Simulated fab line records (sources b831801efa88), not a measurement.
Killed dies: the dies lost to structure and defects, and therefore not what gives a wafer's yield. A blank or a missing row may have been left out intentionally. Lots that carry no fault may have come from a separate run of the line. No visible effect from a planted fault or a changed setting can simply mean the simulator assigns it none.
fab line records | flow gf180mcu
record: lots: 7 | wafers: 21 | last-day: 34
route steps=602 shown V2@393
lots untouched by any fault: they come from a run of this same line in which no faults occurred
start-h: hours from the record's opening day to when the first of the lot's shown wafers began | wait-h: time in hours since the lot's previous step | " unchanged from the row above | L1.1+2: one row covering several wafers at once | - either no value or no given start | * or withheld: withheld | < > ~ a bound
route shown NAME@n: a module of which the file shows steps, and the number in the route of the first | usual: mean and standard deviation over wafers with no fault | same: alike in all rows | chamber/n: place in a boat | sites: each site's reading | _std_site: the standard deviation of these | _edge_site: mean of outer sites minus mean of inner sites | radius-mm: for every site, how far away it sits from the centre of the wafer | mask NAME#n: copy n | behind: the tool/chamber that last shaped the wafer | hold: what put the lot on hold/how long, in hours/how the hold closed | device: names the non-switching transistor (n, p or np) | end of line: at the end of the route, the tests of the same wafers | a step without rows: its recipe alone | killed: not the wafer's yield, but the dies lost to structure and defects at the first sort | map: per-die view of a wafer (x killed, . not killed, _ where there is no die)
set.NAME: the run value of the setting; set.NAME@STEP: its run value at that earlier step | model.NAME: the simulator's own value behind a step, which no gauge read
certain route steps with their lots: each step a table, each wafer a row
services: the hour from which a tool's chamber was out of use, counted from the record's first day as start-h (under 0 if before that day), plus the number of hours and why
== steps ==
step: GF_V2_EXPOSE_11
recipe: mask-id: Via2 | target-cd-nm: 260 | na: 0.68 | source-shape: conventional | sigma-outer: 0.6 | dose-mj: 38
step: GF_V2_PEB_12
recipe: peb-temp-c: 135 | peb-time-s: 90 | resist: KrF
step: GF_V2_DEVELOP_13
recipe: develop-time-s: 60 | resist: KrF | dev-temp-c: 21
step: GF_V2_CD_MEAS_14
recipe: target-cd-nm: 260
usual: cd-nm: 260.2/1.1
lot.wafer | tool      | chamber | start-h | wait-h | cd-nm
L318.1    | cd-sem-02 | -       | 509.57  | 0.1    | 260.3
L318.2    | "         | -       | "       | "      | 260.8
L318.5    | "         | -       | "       | "      | 260.6
L322.1    | cd-sem-01 | -       | 541.98  | 0.1    | 261.3
L322.3    | "         | -       | "       | "      | 260.6
L322.5    | "         | -       | "       | "      | 262.1
L323.1    | cd-sem-02 | -       | 551.78  | 0.1    | 261.7
L323.3    | "         | -       | "       | "      | 262.1
L323.4    | "         | -       | "       | "      | 260.9
L324.1    | cd-sem-02 | -       | 556.94  | 0.1    | 260.6
L324.5    | "         | -       | "       | "      | 260.2
L324.6    | "         | -       | "       | "      | 262.9
L328.4    | cd-sem-01 | -       | 591.79  | 0.1    | 260.2
L328.5    | "         | -       | "       | "      | 258.6
L328.6    | "         | -       | "       | "      | 258.3
L330.2    | cd-sem-02 | -       | 605.54  | 0.1    | 260.4
L330.5    | "         | -       | "       | "      | 260.8
L330.6    | "         | -       | "       | "      | 260.0
L336.2    | cd-sem-01 | -       | 648.66  | 0.2    | 261.3
L336.4    | "         | -       | "       | "      | 260.2
L336.5    | "         | -       | "       | "      | 260.4
step: GF_V2_OVL_MEAS_15
usual: V2_OVL: -3/5.2
lot.wafer | tool       | chamber | start-h | wait-h | V2_OVL[nm]
L318.1    | overlay-01 | -       | 509.69  | 0.1    | 2
L318.2    | "          | -       | "       | "      | -2
L318.5    | "          | -       | "       | "      | -4
L322.1    | overlay-01 | -       | 542.10  | 0.1    | -5
L322.3    | "          | -       | "       | "      | -5
L322.5    | "          | -       | "       | "      | -8
L323.1    | overlay-02 | -       | 551.90  | 0.1    | -4
L323.3    | "          | -       | "       | "      | -3
L323.4    | "          | -       | "       | "      | -3
L324.1    | overlay-02 | -       | 557.06  | 0.1    | -5
L324.5    | "          | -       | "       | "      | -5
L324.6    | "          | -       | "       | "      | -2
L328.4    | overlay-02 | -       | 591.86  | 0.1    | -3
L328.5    | "          | -       | "       | "      | -4
L328.6    | "          | -       | "       | "      | 0
L330.2    | overlay-01 | -       | 605.65  | 0.1    | -6
L330.5    | "          | -       | "       | "      | -4
L330.6    | "          | -       | "       | "      | 0
L336.2    | overlay-02 | -       | 648.77  | 0.1    | -1
L336.4    | "          | -       | "       | "      | 0
L336.5    | "          | -       | "       | "      | -7
step: GF_V2_ETCH_16
recipe: chemistry: N2/H2 | target-depth-a: withheld | overetch-a: withheld | time-s: withheld | target: BARC | ion-energy-ev: 200 | source-w: 500 | bias-w: 100 | pressure-mtorr: 30 | n2-flow-sccm: 100 | h2-flow-sccm: 200
usual: drypump-motor-current-A: 6.1/0.47 | oes-product-au: 0.854/0.005 | throttle-valve-pct: 13.226/0.0096
lot.wafer | tool        | chamber | start-h | wait-h | drypump-motor-current-A | oes-product-au | throttle-valve-pct
L318.1    | rie-diel-01 | 0       | 509.72  | 0.0    | 6.6                     | 0.862          | 13.216
L318.2    | "           | 1       | "       | "      | 6.4                     | 0.846          | 13.231
L318.5    | "           | 1       | "       | "      | 6.3                     | 0.859          | 13.225
L322.1    | rie-diel-02 | 2       | 542.14  | 0.0    | 5.4                     | 0.850          | 13.225
L322.3    | "           | 1       | "       | "      | 5.0                     | 0.861          | 13.212
L322.5    | "           | 0       | "       | "      | 6.3                     | 0.851          | 13.223
L323.1    | rie-diel-01 | 0       | 551.93  | 0.0    | 6.7                     | 0.851          | 13.232
L323.3    | "           | 3       | "       | "      | 6.2                     | 0.853          | 13.248
L323.4    | "           | 2       | "       | "      | 5.8                     | 0.849          | 13.245
L324.1    | rie-diel-01 | 3       | 557.09  | 0.0    | 6.2                     | 0.857          | 13.237
L324.5    | "           | 3       | "       | "      | 6.2                     | 0.850          | 13.228
L324.6    | "           | 1       | "       | "      | 6.3                     | 0.848          | 13.209
L328.4    | rie-diel-01 | 2       | 591.88  | 0.0    | 5.8                     | 0.851          | 13.238
L328.5    | "           | 3       | "       | "      | 6.2                     | 0.855          | 13.226
L328.6    | "           | 2       | "       | "      | 5.8                     | 0.852          | 13.237
L330.2    | rie-diel-01 | 1       | 605.68  | 0.0    | 6.2                     | 0.855          | 13.235
L330.5    | "           | 3       | "       | "      | 6.3                     | 0.851          | 13.225
L330.6    | "           | 2       | "       | "      | 5.8                     | 0.858          | 13.225
L336.2    | rie-diel-01 | 3       | 648.80  | 0.0    | 6.2                     | 0.862          | 13.226
L336.4    | "           | 2       | "       | "      | 5.9                     | 0.854          | 13.235
L336.5    | "           | 1       | "       | "      | 6.3                     | 0.863          | 13.220
step: GF_V2_ETCH_17
recipe: chemistry: C4F8/O2/Ar | mask-material: KrF | target: SiO2 | stop-on: TiN | source-w: 1500 | bias-w: 1200 | pressure-mtorr: 40 | c4f8-flow-sccm: withheld | O2_flow_sccm: 6 | Ar_flow_sccm: 300 | time-s: withheld | target-depth-a: 6300
usual: oes-product-au: 0.855/0.0047
lot.wafer | tool        | chamber | start-h | wait-h | oes-product-au
L318.1    | rie-diel-01 | 0       | -       | -      | 0.848
L318.2    | "           | 1       | "       | "      | 0.859
L318.5    | "           | 1       | "       | "      | 0.862
L322.1    | rie-diel-02 | 2       | -       | -      | 0.865
L322.3    | "           | 1       | "       | "      | 0.858
L322.5    | "           | 0       | "       | "      | 0.861
L323.1    | rie-diel-01 | 0       | -       | -      | 0.852
L323.3    | "           | 3       | "       | "      | 0.853
L323.4    | "           | 2       | "       | "      | 0.861
L324.1    | rie-diel-01 | 3       | -       | -      | 0.855
L324.5    | "           | 3       | "       | "      | 0.851
L324.6    | "           | 1       | "       | "      | 0.860
L328.4    | rie-diel-01 | 2       | -       | -      | 0.858
L328.5    | "           | 3       | "       | "      | 0.852
L328.6    | "           | 2       | "       | "      | 0.854
L330.2    | rie-diel-01 | 1       | -       | -      | 0.857
L330.5    | "           | 3       | "       | "      | 0.859
L330.6    | "           | 2       | "       | "      | 0.847
L336.2    | rie-diel-01 | 3       | -       | -      | 0.861
L336.4    | "           | 2       | "       | "      | 0.854
L336.5    | "           | 1       | "       | "      | 0.863
step: GF_V2_STRIP_18
recipe: chemistry: O2/N2 | power-w: 1400 | pressure-mtorr: 1500 | platen-temp-c: 250 | o2-flow-sccm: 3000 | n2-flow-sccm: 300 | overash-fraction: 0.5
usual: drypump-motor-current-A: 5.7/0.38 | heater-power-w: 316/40 | oes-product-au: 0.593/0.0052
same: overash-fraction: 0.5
lot.wafer | tool            | chamber | start-h | wait-h | drypump-motor-current-A | heater-power-w | oes-product-au | rf-hours-counter-h
L318.1    | plasma-asher-03 | 0       | 509.85  | -      | 5.1                     | 347            | 0.598          | 39
L318.2    | "               | 1       | "       | "      | 6.0                     | 298            | 0.586          | 39
L318.5    | "               | 0       | "       | "      | 5.1                     | 359            | 0.590          | -
L322.1    | plasma-asher-03 | 0       | 542.27  | -      | 5.2                     | 345            | 0.590          | 42
L322.3    | "               | 1       | "       | "      | 6.0                     | 303            | 0.592          | -
L322.5    | "               | 1       | "       | "      | 6.0                     | 294            | 0.590          | -
L323.1    | plasma-asher-03 | 0       | 552.06  | -      | 5.1                     | 367            | 0.599          | 43
L323.3    | "               | 0       | "       | "      | 5.1                     | 354            | 0.590          | -
L323.4    | "               | 1       | "       | "      | 6.0                     | 299            | 0.593          | -
L324.1    | plasma-asher-01 | 1       | 557.22  | -      | 5.6                     | 373            | 0.598          | 78
L324.5    | "               | 1       | "       | "      | 5.6                     | 363            | 0.593          | -
L324.6    | "               | 0       | "       | "      | 5.9                     | 328            | 0.584          | -
L328.4    | plasma-asher-04 | 1       | 592.04  | -      | 5.7                     | 322            | 0.592          | -
L328.5    | "               | 1       | "       | "      | 5.7                     | 336            | 0.591          | -
L328.6    | "               | 0       | "       | "      | 6.2                     | 238            | 0.592          | -
L330.2    | plasma-asher-04 | 1       | 605.81  | -      | 5.7                     | 320            | 0.594          | 101
L330.5    | "               | 0       | "       | "      | 6.2                     | 245            | 0.588          | -
L330.6    | "               | 1       | "       | "      | 5.7                     | 318            | 0.590          | -
L336.2    | plasma-asher-04 | 1       | 648.93  | -      | 5.7                     | 325            | 0.598          | 106
L336.4    | "               | 0       | "       | "      | 6.2                     | 247            | 0.596          | -
L336.5    | "               | 1       | "       | "      | 5.7                     | 327            | 0.585          | -
step: GF_V2_STRIP_19
recipe: chemistry: post-etch-residue-remover | time-s: 1200 | temp-c: 72.5
step: GF_V2_CLEAN_20
recipe: chemistry: DIW | dry: n2-spin
step: GF_V2_SPUTTER_21
recipe: material: Ti | target-thk-nm: 15 | chamber-pressure-pa: 5 | power-w: 2500 | substrate-temp-c: 200 | time-s: 80.02
usual: throttle-valve-pct: 30.1/0.86
lot.wafer | tool           | chamber | start-h | wait-h | throttle-valve-pct
L318.1    | pvd-sputter-04 | -       | 510.39  | 0.0    | 29.1
L318.2    | "              | -       | "       | "      | 30.9
L318.5    | "              | -       | "       | "      | 29.2
L322.1    | pvd-sputter-04 | -       | 542.80  | 0.0    | 30.9
L322.3    | "              | -       | "       | "      | 29.2
L322.5    | "              | -       | "       | "      | 30.7
L323.1    | pvd-sputter-02 | -       | 552.62  | 0.0    | 29.2
L323.3    | "              | -       | "       | "      | 32.0
L323.4    | "              | -       | "       | "      | 29.1
L324.1    | pvd-sputter-03 | -       | 557.76  | 0.0    | 30.5
L324.5    | "              | -       | "       | "      | 29.4
L324.6    | "              | -       | "       | "      | 29.7
L328.4    | pvd-sputter-03 | -       | 592.54  | 0.0    | 29.7
L328.5    | "              | -       | "       | "      | 29.5
L328.6    | "              | -       | "       | "      | 29.5
L330.2    | pvd-sputter-03 | -       | 606.37  | 0.0    | 29.7
L330.5    | "              | -       | "       | "      | 30.8
L330.6    | "              | -       | "       | "      | 30.1
L336.2    | pvd-sputter-04 | -       | 649.52  | 0.0    | 29.0
L336.4    | "              | -       | "       | "      | 30.6
L336.5    | "              | -       | "       | "      | 29.0
step: GF_V2_SPUTTER_22
recipe: material: TiN | target-thk-nm: 10 | chamber-pressure-pa: 5 | power-w: 4000 | time-s: 40
usual: throttle-valve-pct: 30.1/0.83
lot.wafer | tool           | chamber | start-h | wait-h | throttle-valve-pct
L318.1    | pvd-sputter-04 | -       | 510.46  | 0.0    | 28.9
L318.2    | "              | -       | "       | "      | 30.8
L318.5    | "              | -       | "       | "      | 29.3
L322.1    | pvd-sputter-04 | -       | 542.86  | 0.0    | 30.8
L322.3    | "              | -       | "       | "      | 29.2
L322.5    | "              | -       | "       | "      | 30.7
L323.1    | pvd-sputter-02 | -       | 552.69  | 0.0    | 29.1
L323.3    | "              | -       | "       | "      | 31.7
L323.4    | "              | -       | "       | "      | 29.1
L324.1    | pvd-sputter-03 | -       | 557.83  | 0.0    | 30.3
L324.5    | "              | -       | "       | "      | 29.7
L324.6    | "              | -       | "       | "      | 29.7
L328.4    | pvd-sputter-03 | -       | 592.60  | 0.0    | 29.8
L328.5    | "              | -       | "       | "      | 29.8
L328.6    | "              | -       | "       | "      | 29.7
L330.2    | pvd-sputter-03 | -       | 606.44  | 0.0    | 29.4
L330.5    | "              | -       | "       | "      | 30.9
L330.6    | "              | -       | "       | "      | 30.5
L336.2    | pvd-sputter-04 | -       | 649.59  | 0.0    | 29.0
L336.4    | "              | -       | "       | "      | 30.8
L336.5    | "              | -       | "       | "      | 29.1
step: GF_V2_CVD_23
recipe: material: W | target-thk-nm: 350 | time-s: 104.94 | temp-c: 400 | pressure-torr: 40
usual: chamber-pressure-Torr: 39.99/0.087 | heater-power-outer-w: 488/25 | heater-power-w: 769/100
lot.wafer | tool     | chamber | start-h | wait-h | chamber-pressure-Torr | heater-power-outer-w | heater-power-w | since-wet-clean-h
L318.1    | cvd-w-01 | 1       | 510.49  | 0.0    | 40.13                 | 497                  | 806            | 607
L318.2    | "        | 0       | "       | "      | 40.07                 | 529                  | 906            | 607
L318.5    | "        | 0       | "       | "      | 40.02                 | 538                  | 915            | -
L322.1    | cvd-w-02 | 1       | 542.90  | 0.0    | -                     | -                    | -              | -
L322.3    | "        | 1       | "       | "      | -                     | -                    | -              | -
L322.5    | "        | 1       | "       | "      | -                     | -                    | -              | -
L323.1    | cvd-w-02 | 1       | 552.72  | 0.0    | -                     | -                    | -              | -
L323.3    | "        | 1       | "       | "      | -                     | -                    | -              | -
L323.4    | "        | 1       | "       | "      | -                     | -                    | -              | -
L324.1    | cvd-w-02 | 1       | 557.86  | 0.0    | -                     | -                    | -              | -
L324.5    | "        | 1       | "       | "      | -                     | -                    | -              | -
L324.6    | "        | 1       | "       | "      | -                     | -                    | -              | -
L328.4    | cvd-w-01 | 0       | 592.68  | 0.1    | 40.14                 | 515                  | 912            | -
L328.5    | "        | 1       | "       | "      | 40.05                 | 498                  | 781            | -
L328.6    | "        | 0       | "       | "      | 40.07                 | 524                  | 906            | -
L330.2    | cvd-w-01 | 0       | 606.47  | 0.0    | 40.03                 | 529                  | 916            | 702
L330.5    | "        | 0       | "       | "      | 39.95                 | 531                  | 912            | -
L330.6    | "        | 1       | "       | "      | 39.93                 | 488                  | 817            | -
L336.2    | cvd-w-02 | 0       | 649.62  | 0.0    | 40.10                 | 495                  | 815            | 246
L336.4    | "        | 1       | "       | "      | 39.97                 | 472                  | 654            | -
L336.5    | "        | 1       | "       | "      | 40.02                 | 467                  | 654            | -
step: GF_V2_RS_MEAS_24
recipe: thk-meas-gauge: four-point-probe | reads: W_of_V2_CVD_23+TiN_of_V2_SPUTTER_22+Ti_of_V2_SPUTTER_21
usual: V2_W_RS: 0.325/0.0053
lot.wafer | tool          | chamber | start-h | wait-h | V2_W_RS[ohm/sq]
L318.1    | film-metro-03 | -       | 510.61  | 0.1    | 0.312
L318.2    | "             | -       | "       | "      | 0.330
L318.5    | "             | -       | "       | "      | 0.327
L322.1    | film-metro-03 | -       | 543.12  | 0.2    | 44.640
L322.3    | "             | -       | "       | "      | 44.252
L322.5    | "             | -       | "       | "      | 44.061
L323.1    | film-metro-03 | -       | 552.96  | 0.2    | 43.703
L323.3    | "             | -       | "       | "      | 43.239
L323.4    | "             | -       | "       | "      | 43.306
L324.1    | film-metro-04 | -       | 558.09  | 0.2    | 43.601
L324.5    | "             | -       | "       | "      | 44.211
L324.6    | "             | -       | "       | "      | 44.556
L328.4    | film-metro-03 | -       | 592.82  | 0.1    | 0.329
L328.5    | "             | -       | "       | "      | 0.318
L328.6    | "             | -       | "       | "      | 0.330
L330.2    | film-metro-03 | -       | 606.61  | 0.1    | 0.325
L330.5    | "             | -       | "       | "      | 0.327
L330.6    | "             | -       | "       | "      | 0.316
L336.2    | film-metro-04 | -       | 649.76  | 0.1    | 0.327
L336.4    | "             | -       | "       | "      | 0.326
L336.5    | "             | -       | "       | "      | 0.328
step: GF_V2_THK_MEAS_25
recipe: thk-meas-gauge: xrf | reads: W_of_V2_CVD_23
usual: V2_W_THK: 359/6.6
lot.wafer | tool          | chamber | start-h | wait-h | V2_W_THK[nm]
L318.1    | film-metro-03 | -       | 510.73  | 0.1    | 375
L318.2    | "             | -       | "       | "      | 355
L318.5    | "             | -       | "       | "      | 355
L322.1    | film-metro-03 | -       | 543.24  | 0.1    | <0
L322.3    | "             | -       | "       | "      | <0
L322.5    | "             | -       | "       | "      | <0
L323.1    | film-metro-03 | -       | 553.08  | 0.1    | <0
L323.3    | "             | -       | "       | "      | <0
L323.4    | "             | -       | "       | "      | <0
L324.1    | film-metro-04 | -       | 558.21  | 0.1    | <0
L324.5    | "             | -       | "       | "      | -
L324.6    | "             | -       | "       | "      | -
L328.4    | film-metro-03 | -       | 592.91  | 0.1    | 359
L328.5    | "             | -       | "       | "      | 368
L328.6    | "             | -       | "       | "      | 359
L330.2    | film-metro-03 | -       | 606.72  | 0.1    | 365
L330.5    | "             | -       | "       | "      | 361
L330.6    | "             | -       | "       | "      | 375
L336.2    | film-metro-04 | -       | 649.87  | 0.1    | 355
L336.4    | "             | -       | "       | "      | 357
L336.5    | "             | -       | "       | "      | 353
step: GF_V2_CMP_26
recipe: stop-on: SiO2 | down-force-psi: 3.5 | platen-rpm: 60 | t-overpolish-s: 15 | target-thk-nm: 0 | pad-velocity-m-s: 0.94248
usual: motor-current-A: 11.1/1.1 | platen-rpm: 60.00/0.039 | time-to-endpoint-s: 83/4.9
lot.wafer | tool   | chamber | start-h | wait-h | motor-current-A | platen-rpm | time-to-endpoint-s
L318.1    | cmp-02 | 2       | 510.89  | 0.1    | 9.5             | 59.99      | 88
L318.2    | "      | 3       | "       | "      | 10.8            | 59.99      | 75
L318.5    | "      | 1       | "       | "      | 9.7             | 59.98      | 77
L322.3    | cmp-01 | 3       | 543.30  | 0.0    | 11.4            | 60.03      | 4
L322.1    | "      | 1       | "       | "      | 11.1            | 60.02      | 2
L322.5    | "      | 0       | "       | "      | 11.7            | 59.99      | 3
L323.4    | cmp-01 | 2       | 553.19  | 0.1    | 9.9             | 59.96      | 0
L323.1    | "      | 3       | "       | "      | 12.0            | 59.98      | 1
L323.3    | "      | 0       | "       | "      | 11.5            | 59.95      | 2
L324.1    | cmp-02 | 0       | 558.42  | 0.2    | 12.2            | 60.02      | 4
L324.5    | "      | 1       | "       | "      | 9.6             | 60.08      | 0
L324.6    | "      | 2       | "       | "      | 9.1             | 60.01      | 2
L328.4    | cmp-02 | 3       | 593.09  | 0.2    | 11.2            | 59.96      | 75
L328.5    | "      | 0       | "       | "      | 12.0            | 59.96      | 90
L328.6    | "      | 1       | "       | "      | 9.8             | 60.03      | 79
L330.2    | cmp-02 | 3       | 606.82  | 0.1    | 11.0            | 60.00      | 80
L330.5    | "      | 2       | "       | "      | 9.4             | 59.95      | 82
L330.6    | "      | 3       | "       | "      | 11.2            | 60.02      | 78
L336.2    | cmp-02 | 1       | 650.23  | 0.4    | 10.0            | 60.00      | 80
L336.4    | "      | 2       | "       | "      | 9.5             | 59.96      | 85
L336.5    | "      | 0       | "       | "      | 12.7            | 59.95      | 85
== services ==
tool            | chamber | start-h | hours | kind
rie-diel-02     | 0       | 502.21  | 13.0  | repair
pvd-sputter-03  | -       | 504.02  | 0.9   | repair
cvd-w-02        | -       | 508.29  | 6.4   | repair
plasma-asher-04 | -       | 508.74  | 2.8   | pm
cmp-01          | -       | 514.67  | 0.4   | repair
cmp-02          | -       | 528.09  | 3.6   | pm
rie-diel-01     | -       | 539.94  | 2.8   | pm
rie-diel-01     | 2       | 555.06  | -     | clean
rie-diel-01     | 2       | 555.06  | 18.1  | scheduled-down
rie-diel-01     | 2       | 555.06  | 18.1  | vent-cycle
cmp-01          | -       | 558.57  | 3.2   | pm
plasma-asher-04 | -       | 560.62  | 1.3   | repair
cmp-01          | -       | 562.09  | 2.3   | repair
plasma-asher-03 | -       | 563.94  | 2.8   | pm
cmp-02          | -       | 572.10  | 4.0   | pm
cmp-02          | -       | 607.67  | 1.3   | repair
cmp-02          | -       | 625.78  | 0.7   | repair
cmp-02          | -       | 632.92  | 0.8   | repair
cmp-02          | -       | 635.01  | 1.1   | repair
cmp-02          | -       | 636.63  | 1.9   | repair
cmp-02          | -       | 636.80  | 1.0   | repair
cmp-01          | -       | 637.03  | 2.4   | repair
cvd-w-02        | -       | 640.76  | 6.0   | pm
cvd-w-01        | -       | 649.48  | 2.8   | pm
== key ==
first-sign: step: GF_V2_CVD_23 | reading: tool-record | direction: missing
effect: step: GF_V2_RS_MEAS_24 | reading: V2_W_RS | direction: up | sigmas: 99+ | usual: 0.325 | struck: 43.952
effect: step: GF_V2_THK_MEAS_25 | reading: V2_W_THK | direction: down | sigmas: 54 | usual: 359 | struck: <0
effect: step: GF_V2_CMP_26 | reading: time-to-endpoint-s | direction: down | sigmas: 16 | usual: * | struck: *
met-at GF_V2_CVD_23
struck-wafers L322.1,L322.3,L322.5,L323.1,L323.3,L323.4,L324.1,L324.5,L324.6
later-rows-left-out L322.1,L322.3,L322.5,L323.1,L323.3,L323.4,L324.1,L324.5,L324.6
sort-left-out L322.1,L322.3,L322.5,L323.1,L323.3,L323.4,L324.1,L324.5,L324.6
fault: kind: skipped-step-whole | tool: cvd-w-02 | chamber: - | onset-h: 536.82 | steps: GF_V2_CVD_23 | scope: struck-lots-only
sort-left-out: the simulated sort isn't trusted on such a fault, so these wafers' sort isn't shown, and their yield isn't known
later-rows-left-out: the simulator's readings of these wafers behind a module that went badly wrong aren't trusted and aren't shown, but for the sort
